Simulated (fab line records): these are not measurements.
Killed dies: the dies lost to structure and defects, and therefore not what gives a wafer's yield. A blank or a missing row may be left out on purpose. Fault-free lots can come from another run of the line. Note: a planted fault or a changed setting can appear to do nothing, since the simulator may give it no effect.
Matching of chambers + flow sky130 + rieDiel-02 running SKY_CONTACT_ETCH_17: 4 sister chambers
The step etches SiO2 in C4F8/O2/Ar, stops on Si3N4, target depth 340 nm. 7 wafers are shown with their chamber, then 7 later ones without.

== WAFERS WITH THEIR CHAMBER ==
| wafer  | chamber | oesProductAu (a.u.) |
|--------|---------|---------------------|
| L232.3 | 2       | 0.899               |
| L235.6 | 3       | 0.895               |
| L236.1 | 0       | 0.894               |
| L236.5 | 1       | 0.890               |
| L236.6 | 0       | 0.890               |
| L225.1 | 3       | 0.895               |
| L225.2 | 1       | 0.898               |

== WAFERS WITH NO CHAMBER GIVEN ==
| wafer  | oesProductAu (a.u.) |
|--------|---------------------|
| L225.3 | 0.892               |
| L226.1 | 0.881               |
| L226.3 | 0.889               |
| L226.4 | 0.891               |
| L230.1 | 0.890               |
| L230.3 | 0.878               |
| L230.6 | 0.893               |

== WHICH CHAMBER EACH WENT THROUGH ==
| wafer  | from the rows above               | in truth |
|--------|-----------------------------------|----------|
| L225.3 | can't be placed: 0 or 1 or 3 or 2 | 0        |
| L226.1 | can't be placed: 0 or 1 or 3 or 2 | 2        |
| L226.3 | can't be placed: 0 or 1 or 3 or 2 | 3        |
| L226.4 | can't be placed: 0 or 1 or 3 or 2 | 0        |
| L230.1 | can't be placed: 0 or 1 or 3 or 2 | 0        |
| L230.3 | can't be placed: 0 or 1 or 3 or 2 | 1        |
| L230.6 | can't be placed: 0 or 1 or 3 or 2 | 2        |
0 of 7 placed correctly. Not placeable from these rows: 7 (in 7, the candidates include the true chamber). Wrongly placed: 0.
How it was worked out, from the rows above alone: a wafer's distance from a chamber is the root of the sum, over the readings, of the square of ((its reading less the chamber's mean) divided by the reading's scatter). If the next closest chamber is less than 2 further off than the closest, the wafer can't be placed; otherwise it belongs to the closest. The mean given for a chamber averages the wafers shown for that chamber. The scatter is the square root of a quotient: the sum, over the shown wafers, of each reading's squared deviation from its chamber's mean, divided by wafers minus chambers.
